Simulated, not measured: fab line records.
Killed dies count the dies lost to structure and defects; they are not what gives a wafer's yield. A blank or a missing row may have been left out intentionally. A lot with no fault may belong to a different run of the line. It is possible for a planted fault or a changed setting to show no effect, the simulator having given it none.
A struck lot beside a sound one || flow sky130 || 15 steps out of a route of 708
Sound: wafers L190.2, L190.4, L190.5. Wafers struck: L203.2, L203.5, L203.6. Last of all comes the cause.
Order at every step that has rows: each side's tool, ch and its chambers, its first start. Under that, the readings that differ: sound wafers || struck wafers || difference of the means || sigmas: that difference in standard deviations of wafers without a fault.
alike: readings whose means differ by less than 2 such deviations, and words and numbers that are the same on both sides. not compared: withheld readings, readings that some wafer has no value for, bounds like >300 that may hide the same value, and numbers for which the record gives no deviation and whose values overlap.
The two part at a step that has a row with sigmas, a row that says differs or no value, or rows on one side only. Numbers that have no deviation but don't overlap get no sigmas and don't part them. Lack of a reading on every wafer of one side parts them only where that side has two or more wafers.

first, 8 steps without rows for these wafers: SKY_FIELD_ISO_DEHYDRATE_05 (time 60 s); SKY_FIELD_ISO_HMDS_06 (prime time 60 s); SKY_FIELD_ISO_COAT_07 (resist thk 60 nm); SKY_FIELD_ISO_COAT_08 (resist thk 450 nm); SKY_FIELD_ISO_SOFTBAKE_09 (time 90 s); SKY_FIELD_ISO_EXPOSE_10 (exposes mask FOM, target cd 150 nm); SKY_FIELD_ISO_PEB_11; SKY_FIELD_ISO_DEVELOP_12 (develop time 60 s).
SKY_FIELD_ISO_CD_MEAS_13: the cd target is 150 nm.
  sound on cd_sem-02 at day 3 06:43; struck on cd_sem-02 at day 6 05:07
  alike: cd_nm
SKY_FIELD_ISO_ETCH_14: etches BARC in N2/H2, stops on SiO2, time 45.9 s, target depth 60 nm.
  sound on rie_diel-04 ch 0,1,3, day 3 06:49; struck on rie_diel-04 ch 0,1,3, day 6 05:13
  alike: drypump_motor_current_A, oes_product_au, rf_fwd_power_W, throttle_valve_pct
  not compared: rf_hours_counter_h
SKY_FIELD_ISO_ETCH_15: etches the open film in CHF3/O2, stops on Si, target depth 180 nm, time 72 s.
  sound on rie_diel-04 ch 0,1,3, day 3 06:51; struck on rie_diel-04 ch 0,1,3, day 6 05:15
{"reading": "oes_product_au (a.u.)", "sound": "0.947 0.948 0.956", "struck": "0.927 0.935 0.939", "difference": -0.017, "sigmas": -2}
  alike: drypump_motor_current_A, rf_fwd_power_W, throttle_valve_pct
  not compared: rf_hours_counter_h
SKY_FIELD_ISO_STRIP_16: strips in O2/N2.
  sound on plasma_asher-03 ch 1, day 3 06:55; struck on plasma_asher-02 ch 0,1, day 6 05:19
  alike: drypump_motor_current_A, oes_product_au, strip_time_to_endpoint_s
  not compared: rf_hours_counter_h
SKY_FIELD_ISO_ETCH_17: etches Si in HBr/Cl2/O2, target depth 342 nm, time 97.7 s.
  sound on rie_si-02 ch 2,3, day 3 07:01; struck on rie_si-02 ch 0,1,3, day 6 05:25
{"reading": "oes_product_au (a.u.)", "sound": "0.995 1.026 1.016", "struck": "0.901 0.873 0.889", "difference": -0.125, "sigmas": -11}
{"reading": "throttle_valve_pct (%)", "sound": "25.671 25.639 25.653", "struck": "25.720 25.737 25.752", "difference": "+0.082", "sigmas": "+8"}
{"reading": "model.FIELD_ISO.feature_depth_nm (nm)", "sound": "341.5 355.8 352.1", "struck": "289.3 281.6 285.3", "difference": -64.4, "sigmas": ""}
{"reading": "model.etch.depth_nm (nm)", "sound": "341.5 355.8 352.1", "struck": "289.3 281.6 285.3", "difference": -64.4, "sigmas": ""}
  alike: drypump_motor_current_A, rf_fwd_power_W
  not compared: rf_hours_counter_h, model.Si3N4_of_FIELD_ISO_CVD_03.thk_nm
then, 1 step without rows for these wafers: SKY_FIELD_ISO_WET_ETCH_18 (etches Si3N4 in H3PO4, target depth 25 nm, time 281.1 s).
-- record jumps: 44 days separate the struck wafers' starts on either side; left off in module FIELD_ISO, taken up again in module PAD_OPEN, whose first shown step is the route's number 708 --
SKY_PAD_OPEN_PROBE_99:
  sound on prober-01 at day 47 05:10; struck on prober-02 at day 50 09:16
{"reading": "killed_at_M0_to_M3", "sound": "50 45 49", "struck": "27 37 32", "difference": -16, "sigmas": -2}
{"reading": "killed_at_contacts", "sound": "14 28 23", "struck": "34 37 29", "difference": "+12", "sigmas": "+2"}
{"reading": "model.etest.res_p_drift_20v.line_ohm_um", "sound": "1.058e+04 1.123e+04 1.119e+04", "struck": "8886 8694 8854", "difference": -2189, "sigmas": ""}
{"reading": "model.etest.res_p_drift_20v.rs_ohm_sq", "sound": "8790 9480 9310", "struck": "7443 7269 7347", "difference": -1840, "sigmas": ""}
{"reading": "model.etest.pfet_16v.r_on_ohm_um", "sound": "1.501e+04 1.56e+04 1.562e+04", "struck": "1.359e+04 1.353e+04 1.34e+04", "difference": -1.903e+03, "sigmas": ""}
{"reading": "model.etest.res_iso_pwell.rs_ohm_sq", "sound": "3016 3342 3319", "struck": "2333 2248 2303", "difference": -931, "sigmas": ""}
{"reading": "model.etest.res_iso_pwell.line_ohm_um", "sound": "1130 1267 1280", "struck": "866 857.3 842.4", "difference": -370, "sigmas": ""}
{"reading": "model.etest.res_nwell.line_ohm_um", "sound": "1122 1168 1167", "struck": "1040 1014 1030", "difference": -124, "sigmas": ""}
{"reading": "model.etest.res_nwell.rs_ohm_sq", "sound": "932.1 969.2 971.3", "struck": "853 835.6 841.9", "difference": -114, "sigmas": ""}
{"reading": "model.etest.pfet_16v.drive_ua_um", "sound": "249.1 243 243.3", "struck": "260.6 261.4 261.7", "difference": "+16.1", "sigmas": ""}
  alike: killed_at_M4_up, killed_at_front_end, killed_at_other, killed_dies, killed_open, killed_short

== WHERE THEY PART ==
At SKY_FIELD_ISO_ETCH_15 first; at SKY_PAD_OPEN_PROBE_99 last (within this record only).

WHY: what the simulator had put in
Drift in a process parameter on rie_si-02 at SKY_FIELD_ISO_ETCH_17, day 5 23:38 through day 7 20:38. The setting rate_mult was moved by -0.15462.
